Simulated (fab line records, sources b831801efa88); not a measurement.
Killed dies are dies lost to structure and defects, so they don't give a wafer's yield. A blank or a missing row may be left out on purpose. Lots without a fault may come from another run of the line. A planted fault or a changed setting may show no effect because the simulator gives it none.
Which tool did it? | flow sky130 | 12 lots, 36 wafers sampled, at 5 steps of a route of 708

WHAT THE GAUGES READ, wafer by wafer
SKY_POLY_CUT_OVL_MEAS_09.
lot  | measured     | on         | POLY_CUT_OVL (nm)
L247 | day 24 00:25 | overlay-02 | -2 1 -3
L248 | day 24 13:45 | overlay-02 | 3 10 6
L249 | day 26 09:52 | overlay-01 | 10 3 8
L251 | day 26 23:10 | overlay-01 | 1 2 -2
L250 | day 27 03:09 | overlay-02 | -7 -14 -11
L253 | day 27 14:48 | overlay-01 | 1 -3 -7
L263 | day 30 01:06 | overlay-02 | 5 -2 8
L264 | day 30 08:41 | overlay-01 | -8 -4 -3
L265 | day 30 14:50 | overlay-01 | 10 0 -1
L266 | day 31 06:05 | overlay-02 | -8 -5 -2
L267 | day 31 12:03 | overlay-01 | -4 3 -2
L268 | day 31 16:38 | overlay-02 | -3 4 9

SKY_SD_N_RS_MEAS_17: measures by four-point-probe.
lot  | measured     | on            | SD_P_RS (ohm/sq)
L247 | day 27 17:58 | film_metro-01 | 147.2 146.8 146.8
L248 | day 28 07:50 | film_metro-02 | 146.8 146.6 146.6
L249 | day 30 01:09 | film_metro-01 | 147.5 147.1 147.0
L251 | day 30 13:04 | film_metro-01 | 146.4 147.2 146.2
L250 | day 30 17:16 | film_metro-04 | 147.2 146.9 147.1
L253 | day 31 03:58 | film_metro-01 | 147.1 146.9 147.3
L263 | day 33 12:17 | film_metro-02 | 148.0 147.8 147.3
L264 | day 33 19:24 | film_metro-04 | 146.6 146.3 146.3
L265 | day 34 02:05 | film_metro-01 | 146.6 146.6 146.6
L266 | day 34 16:15 | film_metro-04 | 146.5 146.8 146.5
L267 | day 34 21:30 | film_metro-01 | 146.7 146.4 147.1
L268 | day 35 02:53 | film_metro-02 | 147.1 147.2 147.0

SKY_SD_N_RS_MEAS_18: measures by four-point-probe.
lot  | measured     | on            | RES_XHIGH_RS (ohm/sq)
L247 | day 27 18:05 | film_metro-01 | 333.2 333.8 332.3
L248 | day 28 07:57 | film_metro-02 | 333.3 332.7 333.3
L249 | day 30 01:16 | film_metro-01 | 331.8 330.2 330.6
L251 | day 30 13:11 | film_metro-01 | 318.1 317.8 317.4 318.6 317.5 316.6
L250 | day 30 17:23 | film_metro-04 | 334.0 335.6 334.0
L253 | day 31 04:05 | film_metro-01 | 316.4 316.6 316.9 316.2 317.0 316.7
L263 | day 33 12:25 | film_metro-02 | 335.9 335.7 336.1
L264 | day 33 19:31 | film_metro-04 | 334.6 333.8 334.0
L265 | day 34 02:13 | film_metro-01 | 331.6 331.7 332.2
L266 | day 34 16:22 | film_metro-04 | 331.4 331.6 332.1
L267 | day 34 21:37 | film_metro-01 | 331.4 332.3 332.5
L268 | day 35 03:01 | film_metro-02 | 334.8 335.8 335.2

WHICH TOOL RAN EACH LOT (tool, then ch and the chambers of the sampled wafers, then the start)
lot  | SKY_LDD_HVP_STRIP_09                 | SKY_RES_XHIGH_IMPLANT_07
L247 | plasma_asher-02 ch 1, day 21 09:48   | implanter-04 ch 0, day 26 11:59
L248 | plasma_asher-01 ch 0,1, day 21 22:36 | implanter-03 ch 0, day 27 01:26
L249 | plasma_asher-03 ch 0,1, day 23 20:35 | implanter-03 ch 0, day 28 20:17
L251 | plasma_asher-01 ch 0,1, day 24 09:15 | implanter-03 ch 0, day 29 07:58
L250 | plasma_asher-02 ch 0,1, day 24 13:23 | implanter-02 ch 0, day 29 12:19
L253 | plasma_asher-01 ch 0,1, day 25 01:36 | implanter-03 ch 0, day 29 23:32
L263 | plasma_asher-03 ch 0,1, day 27 14:01 | implanter-03 ch 0, day 32 08:41
L264 | plasma_asher-01 ch 1, day 27 21:38   | implanter-03 ch 0, day 32 15:46
L265 | plasma_asher-01 ch 0,1, day 28 05:14 | implanter-04 ch 0, day 32 22:31
L266 | plasma_asher-03 ch 0,1, day 28 19:33 | implanter-04 ch 0, day 33 12:34
L267 | plasma_asher-02 ch 0,1, day 29 02:54 | implanter-04 ch 0, day 33 17:47
L268 | plasma_asher-01 ch 0,1, day 29 05:14 | implanter-03 ch 0, day 33 23:05
- SKY_LDD_HVP_STRIP_09: strips in O2/N2.
- SKY_RES_XHIGH_IMPLANT_07

WHAT THE TOOLS THEMSELVES READ (means of the sampled wafers that have a number; where no wafer has one, the mark that the record gives instead)
SKY_LDD_HVP_STRIP_09.
lot  | tool            | drypump_motor_current_A (A) | oes_product_au (a.u.) | strip_time_to_endpoint_s (s)
L247 | plasma_asher-02 | 6.4                         | 0.413                 | 4.168
L248 | plasma_asher-01 | 5.3                         | 0.406                 | 4.134
L249 | plasma_asher-03 | 4.9                         | 0.411                 | 4.147
L251 | plasma_asher-01 | 5.6                         | 0.409                 | 4.140
L250 | plasma_asher-02 | 6.0                         | 0.409                 | 4.126
L253 | plasma_asher-01 | 5.6                         | 0.408                 | 4.141
L263 | plasma_asher-03 | 4.9                         | 0.409                 | 4.115
L264 | plasma_asher-01 | 4.9                         | 0.404                 | 4.126
L265 | plasma_asher-01 | 5.3                         | 0.407                 | 4.133
L266 | plasma_asher-03 | 4.9                         | 0.411                 | 4.142
L267 | plasma_asher-02 | 6.0                         | 0.411                 | 4.162
L268 | plasma_asher-01 | 5.7                         | 0.410                 | 4.118

SKY_RES_XHIGH_IMPLANT_07.
lot  | tool         | dose_ions_cm2 | faraday_current_uA | tilt_deg (degrees)
L247 | implanter-04 | 3.6e+14       | 584                | 0.028
L248 | implanter-03 | 3.6e+14       | 490                | -0.014
L249 | implanter-03 | 3.6e+14       | 480                | -0.010
L251 | implanter-03 | 3.8e+14       | 486                | 0.022
L250 | implanter-02 | 3.6e+14       | 511                | -0.022
L253 | implanter-03 | 3.8e+14       | 472                | -0.032
L263 | implanter-03 | 3.6e+14       | 471                | -0.012
L264 | implanter-03 | 3.6e+14       | 482                | -0.022
L265 | implanter-04 | 3.6e+14       | 578                | 0.017
L266 | implanter-04 | 3.6e+14       | 582                | -0.017
L267 | implanter-04 | 3.6e+14       | 586                | 0.002
L268 | implanter-03 | 3.6e+14       | 479                | -0.009

THE ANSWER, worked out from the rows above alone
Rule: what is usual is taken from the lots themselves. Put in order of their means at a reading, lots are off if they are a third of the lots or fewer, leave a main group of 4 or more, and stand apart from it by a gap of 3 or more times the standard deviation of the main group's means; of several such gaps the widest counts. A main group whose means are all the same, to the digits that the tables above print for the reading, isn't used. A lot without any number at a reading at which 4 lots or more have one is off too. The other lots that the step has rows for count as sound. The gauges are gone through in route order, then the tools' own readings, and for those a lot's mean is taken as printed above. The first step at which some lot is off is used, and at that step the reading that is off furthest; a lot without a number counts as furthest.
Off: L251, L253, at SKY_SD_N_RS_MEAS_18 (RES_XHIGH_RS). The main group: mean 333.2 ohm/sq, standard deviation 1.6.
A tool fits if, at a process step before that reading, it ran every lot that is off, and no sound lot after the first of them. The gauges at SKY_SD_N_RS_MEAS_18 are tried like those tools. None of those tried fits.

WHAT THE SIMULATOR HAD PUT IN
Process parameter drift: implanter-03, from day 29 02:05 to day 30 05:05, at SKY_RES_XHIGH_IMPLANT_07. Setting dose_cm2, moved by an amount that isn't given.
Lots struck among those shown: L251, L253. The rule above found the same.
